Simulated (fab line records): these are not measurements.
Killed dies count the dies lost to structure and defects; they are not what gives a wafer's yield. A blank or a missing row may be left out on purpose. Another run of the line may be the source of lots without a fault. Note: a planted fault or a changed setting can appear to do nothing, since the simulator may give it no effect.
fab line records || flow sfq-line
record {"lots": 14, "wafers": 42, "last-day": 91}
route steps=325 shown I4@171
lots untouched by any fault: they come from a run of this same line in which no faults occurred
start-h: the number of hours between the record's first day and the start of the first shown wafer of the lot || wait-h: hours elapsed since this lot's preceding step || " same as the row above || L1.1+2: several wafers, shown together as one row || - no value, or no start given || * or withheld: withheld || < > ~ a bound
route shown NAME@n: names a module that has steps shown in the file, with the first one's number in the route || usual: mean and standard deviation over wafers with no fault || same: alike in all rows || chamber/n: place in a boat || sites: readings site by site || _std_site: their standard deviation || _edge_site: inner sites' mean taken away from outer sites' mean || radius-mm: how far each site lies from the wafer's centre || mask NAME#n: copy n || behind: the most recent tool/chamber to have shaped the wafer || hold: reason for holding the lot/hours on hold/outcome of the hold || device: the transistor (n, p or np) that didn't switch || end of line: tests of these same wafers at the route's end || step lacking rows: just its recipe || killed: dies lost to structure and defects at the first sort, not the wafer's yield || map: a wafer's dies, marking killed ones x, the rest . and places with no die _
set.NAME: the setting the step ran with; set.NAME@STEP: the setting that earlier step ran with || model.NAME: the simulator's own value behind a step, which no gauge read
route steps across a sampled set of lots; one table per step, one row per wafer
## steps
# step SFQ_TRILAYER_I4_VIA_LITHO_PEB_106
# recipe {"peb-temp-c": 115, "peb-time-s": 60, "resist": "KrF"}
# usual {"heater-power-total-W": "79.15/0.065"}
{"lot.wafer": "L731.1", "tool": "litho-track-01", "chamber": 0, "start-h": 1022.25, "wait-h": 1.0, "heater-power-total-W": 79.13}
{"lot.wafer": "L731.2", "tool": "litho-track-01", "chamber": 0, "start-h": 1022.25, "wait-h": 1.0, "heater-power-total-W": 79.19}
{"lot.wafer": "L731.6", "tool": "litho-track-01", "chamber": 0, "start-h": 1022.25, "wait-h": 1.0, "heater-power-total-W": 79.12}
{"lot.wafer": "L733.3", "tool": "litho-track-04", "chamber": 0, "start-h": 1182.95, "wait-h": 0.7, "heater-power-total-W": 79.18}
{"lot.wafer": "L733.4", "tool": "litho-track-04", "chamber": 0, "start-h": 1182.95, "wait-h": 0.7, "heater-power-total-W": 79.18}
{"lot.wafer": "L733.5", "tool": "litho-track-04", "chamber": 0, "start-h": 1182.95, "wait-h": 0.7, "heater-power-total-W": 79.10}
{"lot.wafer": "L734.2", "tool": "litho-track-04", "chamber": 0, "start-h": 1204.78, "wait-h": 0.8, "heater-power-total-W": 79.24}
{"lot.wafer": "L734.5", "tool": "litho-track-04", "chamber": 0, "start-h": 1204.78, "wait-h": 0.8, "heater-power-total-W": 79.04}
{"lot.wafer": "L734.6", "tool": "litho-track-04", "chamber": 0, "start-h": 1204.78, "wait-h": 0.8, "heater-power-total-W": 79.29}
{"lot.wafer": "L738.2", "tool": "litho-track-03", "chamber": 0, "start-h": 1235.98, "wait-h": 0.8, "heater-power-total-W": 79.28}
{"lot.wafer": "L738.3", "tool": "litho-track-03", "chamber": 0, "start-h": 1235.98, "wait-h": 0.8, "heater-power-total-W": 79.19}
{"lot.wafer": "L738.4", "tool": "litho-track-03", "chamber": 0, "start-h": 1235.98, "wait-h": 0.8, "heater-power-total-W": 79.18}
{"lot.wafer": "L739.1", "tool": "litho-track-03", "chamber": 0, "start-h": 1243.15, "wait-h": 1.0, "heater-power-total-W": 79.17}
{"lot.wafer": "L739.2", "tool": "litho-track-03", "chamber": 0, "start-h": 1243.15, "wait-h": 1.0, "heater-power-total-W": 79.11}
{"lot.wafer": "L739.3", "tool": "litho-track-03", "chamber": 0, "start-h": 1243.15, "wait-h": 1.0, "heater-power-total-W": 79.11}
{"lot.wafer": "L740.1", "tool": "litho-track-01", "chamber": 0, "start-h": 1247.95, "wait-h": 1.0, "heater-power-total-W": 79.18}
{"lot.wafer": "L740.2", "tool": "litho-track-01", "chamber": 0, "start-h": 1247.95, "wait-h": 1.0, "heater-power-total-W": 79.22}
{"lot.wafer": "L740.6", "tool": "litho-track-01", "chamber": 0, "start-h": 1247.95, "wait-h": 1.0, "heater-power-total-W": 79.11}
{"lot.wafer": "L741.4", "tool": "litho-track-04", "chamber": 0, "start-h": 1267.35, "wait-h": 0.5, "heater-power-total-W": 79.28}
{"lot.wafer": "L741.5", "tool": "litho-track-04", "chamber": 0, "start-h": 1267.35, "wait-h": 0.5, "heater-power-total-W": 79.07}
{"lot.wafer": "L741.6", "tool": "litho-track-04", "chamber": 0, "start-h": 1267.35, "wait-h": 0.5, "heater-power-total-W": 79.11}
{"lot.wafer": "L744.3", "tool": "litho-track-01", "chamber": 0, "start-h": 1280.53, "wait-h": 0.7, "heater-power-total-W": 79.12}
{"lot.wafer": "L744.5", "tool": "litho-track-01", "chamber": 0, "start-h": 1280.53, "wait-h": 0.7, "heater-power-total-W": 79.17}
{"lot.wafer": "L744.6", "tool": "litho-track-01", "chamber": 0, "start-h": 1280.53, "wait-h": 0.7, "heater-power-total-W": 79.13}
{"lot.wafer": "L745.1", "tool": "litho-track-01", "chamber": 0, "start-h": 1286.48, "wait-h": 1.0, "heater-power-total-W": 79.19}
{"lot.wafer": "L745.2", "tool": "litho-track-01", "chamber": 0, "start-h": 1286.48, "wait-h": 1.0, "heater-power-total-W": 80.53}
{"lot.wafer": "L745.4", "tool": "litho-track-01", "chamber": 0, "start-h": 1286.48, "wait-h": 1.0, "heater-power-total-W": 79.20}
{"lot.wafer": "L746.1", "tool": "litho-track-04", "chamber": 0, "start-h": 1297.03, "wait-h": 1.0, "heater-power-total-W": 79.12}
{"lot.wafer": "L746.3", "tool": "litho-track-04", "chamber": 0, "start-h": 1297.03, "wait-h": 1.0, "heater-power-total-W": 79.21}
{"lot.wafer": "L746.4", "tool": "litho-track-04", "chamber": 0, "start-h": 1297.03, "wait-h": 1.0, "heater-power-total-W": 79.13}
{"lot.wafer": "L747.1", "tool": "litho-track-01", "chamber": 0, "start-h": 1298.23, "wait-h": 1.0, "heater-power-total-W": 79.11}
{"lot.wafer": "L747.4", "tool": "litho-track-01", "chamber": 0, "start-h": 1298.23, "wait-h": 1.0, "heater-power-total-W": 79.21}
{"lot.wafer": "L747.6", "tool": "litho-track-01", "chamber": 0, "start-h": 1298.23, "wait-h": 1.0, "heater-power-total-W": 80.52}
{"lot.wafer": "L748.1", "tool": "litho-track-04", "chamber": 0, "start-h": 1301.83, "wait-h": 1.0, "heater-power-total-W": 79.04}
{"lot.wafer": "L748.3", "tool": "litho-track-04", "chamber": 0, "start-h": 1301.83, "wait-h": 1.0, "heater-power-total-W": 79.26}
{"lot.wafer": "L748.6", "tool": "litho-track-04", "chamber": 0, "start-h": 1301.83, "wait-h": 1.0, "heater-power-total-W": 79.23}
{"lot.wafer": "L753.1", "tool": "litho-track-03", "chamber": 0, "start-h": 1354.88, "wait-h": 1.0, "heater-power-total-W": 79.16}
{"lot.wafer": "L753.2", "tool": "litho-track-03", "chamber": 0, "start-h": 1354.88, "wait-h": 1.0, "heater-power-total-W": 79.23}
{"lot.wafer": "L753.6", "tool": "litho-track-03", "chamber": 0, "start-h": 1354.88, "wait-h": 1.0, "heater-power-total-W": 79.11}
{"lot.wafer": "L754.1", "tool": "litho-track-04", "chamber": 0, "start-h": 1370.48, "wait-h": 1.0, "heater-power-total-W": 79.26}
{"lot.wafer": "L754.2", "tool": "litho-track-04", "chamber": 0, "start-h": 1370.48, "wait-h": 1.0, "heater-power-total-W": 79.23}
{"lot.wafer": "L754.4", "tool": "litho-track-04", "chamber": 0, "start-h": 1370.48, "wait-h": 1.0, "heater-power-total-W": 79.17}
## key
first-sign {"step": "SFQ_TRILAYER_I4_VIA_LITHO_PEB_106", "reading": "heater-power-total-W", "direction": "up", "sigmas": 21, "usual": 79.15, "struck": 80.52}
effect none on later readings
met-at SFQ_TRILAYER_I4_VIA_LITHO_PEB_106
struck-lots L745,L747
struck-wafers L745.2,L747.6
onset-between 1280.53 1286.48
fault {"kind": "process-parameter-drift", "tool": "litho-track-01", "chamber": "-", "onset-h": 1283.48, "steps": "SFQ_TRILAYER_I4_VIA_LITHO_PEB_106", "channel": "peb-time-s", "offset": "*", "shape": "step", "end-h": 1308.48, "scope": "struck-wafers-only", "acts-in": "*", "stated": "*"}
